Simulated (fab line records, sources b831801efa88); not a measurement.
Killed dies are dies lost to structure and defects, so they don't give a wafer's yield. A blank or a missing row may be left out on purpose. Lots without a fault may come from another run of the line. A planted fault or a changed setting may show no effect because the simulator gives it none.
Which tool did it? | flow sky130 | 11 lots, 33 wafers sampled, at 2 steps of a route of 708

WHAT THE GAUGES READ, wafer by wafer
SKY_VIA2_BOW_MEAS_03.
lot  | measured     | on            | VIA2_BOW (um)
L567 | day 35 14:13 | film_metro-01 | 89 98 82
L568 | day 36 01:57 | film_metro-03 | 88 86 87
L571 | day 36 15:01 | film_metro-01 | 79 99 92
L578 | day 39 00:06 | film_metro-01 | 82 98 87
L581 | day 39 19:53 | film_metro-03 | 78 91 90
L583 | day 40 07:15 | film_metro-02 | 82 82 86
L584 | day 40 13:50 | film_metro-03 | 86 92 88
L585 | day 40 15:50 | film_metro-03 | 90 93 92
L586 | day 40 23:02 | film_metro-02 | 87 90 84
L588 | day 41 08:37 | film_metro-02 | 84 84 83
L589 | day 41 18:43 | film_metro-01 | 81 85 93

WHICH TOOL RAN EACH LOT (tool, then ch and the chambers of the sampled wafers, then the start)
lot  | SKY_METAL2_SPUTTER_01
L567 | pvd_sputter-01, day 34 11:02
L568 | pvd_sputter-01, day 34 22:53
L571 | pvd_sputter-01, day 35 12:38
L578 | pvd_sputter-01, day 37 21:38
L581 | pvd_sputter-02, day 38 17:26
L583 | pvd_sputter-04, day 39 05:10
L584 | pvd_sputter-02, day 39 11:41
L585 | pvd_sputter-04, day 39 14:10
L586 | pvd_sputter-02, day 39 20:53
L588 | pvd_sputter-04, day 40 06:40
L589 | pvd_sputter-02, day 40 17:04
- SKY_METAL2_SPUTTER_01: material TiN, target thk 20 nm, time 16.7 s.

THE ANSWER, worked out from the rows above alone
Rule: what is usual is taken from the lots themselves. Put in order of their means at a reading, lots are off if they are a third of the lots or fewer, leave a main group of 4 or more, and stand apart from it by a gap of 3 or more times the standard deviation of the main group's means; of several such gaps the widest counts. A main group whose means are all the same, to the digits that the tables above print for the reading, isn't used. A lot without any number at a reading at which 4 lots or more have one is off too. The other lots that the step has rows for count as sound.
No lot is off at any reading shown: from this, nothing can be told.

WHAT THE SIMULATOR HAD PUT IN
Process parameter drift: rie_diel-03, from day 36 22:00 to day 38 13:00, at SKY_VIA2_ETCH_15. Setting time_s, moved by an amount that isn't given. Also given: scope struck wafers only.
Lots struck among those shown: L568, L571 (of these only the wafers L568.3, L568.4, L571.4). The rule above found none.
